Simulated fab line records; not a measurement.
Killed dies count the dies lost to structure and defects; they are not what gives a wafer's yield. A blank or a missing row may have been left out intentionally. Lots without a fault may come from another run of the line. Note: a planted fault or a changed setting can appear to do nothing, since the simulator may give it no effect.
Which tool did it? -- flow sky130 -- 36 wafers from 12 lots sampled at 5 of the route's 708 steps

WHAT EACH GAUGE READ, for each wafer
No reading from a measuring or inspecting step in the record can be judged against a usual standard deviation.

WHICH TOOL RAN EACH LOT (tool, then ch and the chambers of the sampled wafers, then the start)
lot,SKY_VIA2_ETCH_15,SKY_VIA3_SPUTTER_20,SKY_METAL5_SPUTTER_04,SKY_PASSIVATION_ETCH_11,SKY_PAD_OPEN_PROBE_99
L573,"rie-diel-03 ch 0,3, day 36 07:20","pvd-sputter-02, day 39 16:59","pvd-sputter-04, day 42 23:01","rie-diel-01 ch 0,3, day 44 20:37",-
L574,"rie-diel-04 ch 0,3, day 37 01:11","pvd-sputter-03, day 40 09:33","pvd-sputter-02, day 43 13:55","rie-diel-04 ch 0,2,3, day 45 11:25",-
L575,"rie-diel-02 ch 0,1,2, day 37 05:16","pvd-sputter-02, day 40 12:52","pvd-sputter-02, day 43 17:22","rie-diel-04 ch 1,2,3, day 45 14:02",-
L576,"rie-diel-03 ch 2,3, day 37 18:51","pvd-sputter-04, day 41 01:25","pvd-sputter-04, day 44 04:51","rie-diel-01 ch 1,2,3, day 46 00:34",-
L578,"rie-diel-03 ch 0,1,2, day 38 06:33","pvd-sputter-04, day 41 13:25","pvd-sputter-04, day 44 15:23","rie-diel-03 ch 0,2, day 46 11:31",-
L582,"rie-diel-02 ch 2,3, day 39 12:19","pvd-sputter-02, day 42 18:07","pvd-sputter-04, day 45 18:07","rie-diel-04 ch 0,1,3, day 47 12:49","prober-01, day 48 11:13"
L586,"rie-diel-04 ch 0,2, day 40 14:16","pvd-sputter-04, day 43 18:04","pvd-sputter-02, day 46 14:55","rie-diel-03 ch 0,2,3, day 48 08:07","prober-02, day 49 04:36"
L588,"rie-diel-04 ch 1,2,3, day 41 08:47","pvd-sputter-04, day 44 11:40","pvd-sputter-03, day 47 08:14","rie-diel-04 ch 0,1,3, day 48 23:25","prober-02, day 49 19:56"
L589,"rie-diel-04 ch 0,3, day 41 11:25","pvd-sputter-04, day 44 13:59","pvd-sputter-02, day 47 09:44","rie-diel-03 ch 0,1, day 49 02:13","prober-01, day 49 22:05"
L592,"rie-diel-02 ch 1,3, day 42 05:16","pvd-sputter-02, day 45 06:18","pvd-sputter-04, day 48 01:02","rie-diel-01 ch 0,1,2, day 49 13:37",-
L594,"rie-diel-03 ch 1,2,3, day 43 00:04","pvd-sputter-03, day 45 21:54","pvd-sputter-03, day 48 14:13","rie-diel-03 ch 1,2, day 50 02:55",-
L596,"rie-diel-02 ch 0,2,3, day 43 17:31","pvd-sputter-04, day 46 15:19","pvd-sputter-03, day 49 06:16","rie-diel-04 ch 0,1,3, day 50 17:16",-
- SKY_VIA2_ETCH_15: etches SiO2 in C4F8/O2/Ar, stops on TiN, target depth 546 nm, time 84 s.
- SKY_VIA3_SPUTTER_20: material TiN, target thk 20 nm, time 80 s.
- SKY_METAL5_SPUTTER_04: material TiN, target thk 70 nm, time 58.3 s.
- SKY_PASSIVATION_ETCH_11: etches the open film in CF4/O2, stops on AlCu, target depth 725 nm, time 161.1 s.
- SKY_PAD_OPEN_PROBE_99

WHAT THE TOOLS THEMSELVES READ (means of the sampled wafers that have a number; where no wafer has one, the mark that the record gives instead)
SKY_VIA2_ETCH_15. Usual: oes-product-au at 0.940 a.u., with a standard deviation of 0.0045.
lot,tool,oes-product-au (a.u.),flag
L573,rie-diel-03,0.939,
L574,rie-diel-04,0.941,
L575,rie-diel-02,0.938,
L576,rie-diel-03,0.936,
L578,rie-diel-03,0.940,
L582,rie-diel-02,0.937,
L586,rie-diel-04,0.939,
L588,rie-diel-04,0.938,
L589,rie-diel-04,0.937,
L592,rie-diel-02,0.940,
L594,rie-diel-03,0.939,
L596,rie-diel-02,0.938,

SKY_VIA3_SPUTTER_20. Usual: throttle-valve-pct at 30.2 %, with a standard deviation of 0.55.
lot,tool,throttle-valve-pct (%),flag
L573,pvd-sputter-02,30.2,
L574,pvd-sputter-03,30.1,
L575,pvd-sputter-02,30.7,
L576,pvd-sputter-04,30.4,
L578,pvd-sputter-04,30.1,
L582,pvd-sputter-02,30.8,
L586,pvd-sputter-04,29.9,
L588,pvd-sputter-04,29.9,
L589,pvd-sputter-04,30.0,
L592,pvd-sputter-02,30.6,
L594,pvd-sputter-03,29.6,
L596,pvd-sputter-04,30.3,

SKY_METAL5_SPUTTER_04. Usual: throttle-valve-pct at 30.2 %, with a standard deviation of 0.58.
lot,tool,throttle-valve-pct (%),flag
L573,pvd-sputter-04,29.9,
L574,pvd-sputter-02,30.8,
L575,pvd-sputter-02,30.4,
L576,pvd-sputter-04,30.0,
L578,pvd-sputter-04,29.8,
L582,pvd-sputter-04,29.8,
L586,pvd-sputter-02,30.6,
L588,pvd-sputter-03,30.1,
L589,pvd-sputter-02,30.6,
L592,pvd-sputter-04,30.2,
L594,pvd-sputter-03,29.5,
L596,pvd-sputter-03,29.9,

SKY_PASSIVATION_ETCH_11. Usual: drypump-motor-current-A 5.8 A, standard deviation 0.33; oes-product-au 0.978 a.u., standard deviation 0.0063; throttle-valve-pct 5.964 %, standard deviation 0.0087.
lot,tool,drypump-motor-current-A (A),oes-product-au (a.u.),throttle-valve-pct (%),flag
L573,rie-diel-01,5.7,0.989,5.963,
L574,rie-diel-04,5.8,0.983,5.965,
L575,rie-diel-04,5.9,0.975,5.953,
L576,rie-diel-01,5.6,0.983,5.960,
L578,rie-diel-03,6.1,0.977,5.958,
L582,rie-diel-04,5.9,0.976,5.965,
L586,rie-diel-03,5.8,0.976,5.966,
L588,rie-diel-04,5.9,0.977,5.960,
L589,rie-diel-03,6.3,0.974,5.970,
L592,rie-diel-01,5.5,0.976,5.964,
L594,rie-diel-03,6.1,0.985,5.977,
L596,rie-diel-04,5.9,0.977,5.953,

SKY_PAD_OPEN_PROBE_99. Usual: defect-limited-yield 82.8 %, standard deviation 2; killed_at_M0_to_M3 43, standard deviation 7.2; killed_at_M4_up 3.0, standard deviation 2; killed-at-contacts 24, standard deviation 5.5; killed-at-front-end 15, standard deviation 4.2; killed-at-other 0.3, standard deviation 0.51; killed-dies 85, standard deviation 10; killed-open 46, standard deviation 7.3; killed-short 38, standard deviation 6.4; sort_bin_3_pad_short 0.9 %, standard deviation 0.42; sort_bin_5_function 10.3 %, standard deviation 1.5; sort_bin_6_memory 6.0 %, standard deviation 1.2; sort-n-pass 407, standard deviation 10; sort-yield-pct 82.8 %, standard deviation 2.
lot,tool,defect-limited-yield (%),killed_at_M0_to_M3,killed_at_M4_up,killed-at-contacts,killed-at-front-end,killed-at-other,killed-dies,killed-open,killed-short,sort_bin_3_pad_short (%),sort_bin_5_function (%),sort_bin_6_memory (%),sort-n-pass,sort-yield-pct (%),flag
L582,prober-01,79.8,52,2.0,30,15,0.0,99,55,44,1.2,12.2,6.8,393,79.8,
L586,prober-02,71.8,96,3.7,23,16,0.0,139,40,40,4.8,17.1,6.3,353,71.8,OFF
L588,prober-02,75.0,82,3.7,22,15,0.0,123,46,31,4.0,15.2,5.8,369,75.0,OFF
L589,prober-01,75.9,82,2.0,19,15,0.0,118,45,31,4.6,12.8,6.7,374,75.9,OFF

THE ANSWER, worked out from the rows above alone
Rule: a lot is off if the mean of its wafers that have a number lies more than 3 standard deviations from the usual mean. Also off: a lot with no number at a reading for which 4 or more lots have one. All remaining lots with rows at the step are treated as sound. After the gauges, taken in route order, come the tools' own readings; for these a lot's mean is taken, as printed above. The first step at which some lot is off is used, and at that step the reading that is off furthest; a lot without a number counts as furthest.
Off: L586, L588, L589 (SKY_PAD_OPEN_PROBE_99, sort_bin_3_pad_short). Neither off nor sound, because the step has no rows for them: L573, L574, L575, L576, L578, L592, L594, L596.
If a tool, at that step or one of the process steps before it, ran each lot that is off and ran no sound lot following the first of them, it fits. Can't be told from this: 2 tools fit, rie-diel-04 at SKY_VIA2_ETCH_15, pvd-sputter-04 at SKY_VIA3_SPUTTER_20.

WHAT THE SIMULATOR HAD INSERTED
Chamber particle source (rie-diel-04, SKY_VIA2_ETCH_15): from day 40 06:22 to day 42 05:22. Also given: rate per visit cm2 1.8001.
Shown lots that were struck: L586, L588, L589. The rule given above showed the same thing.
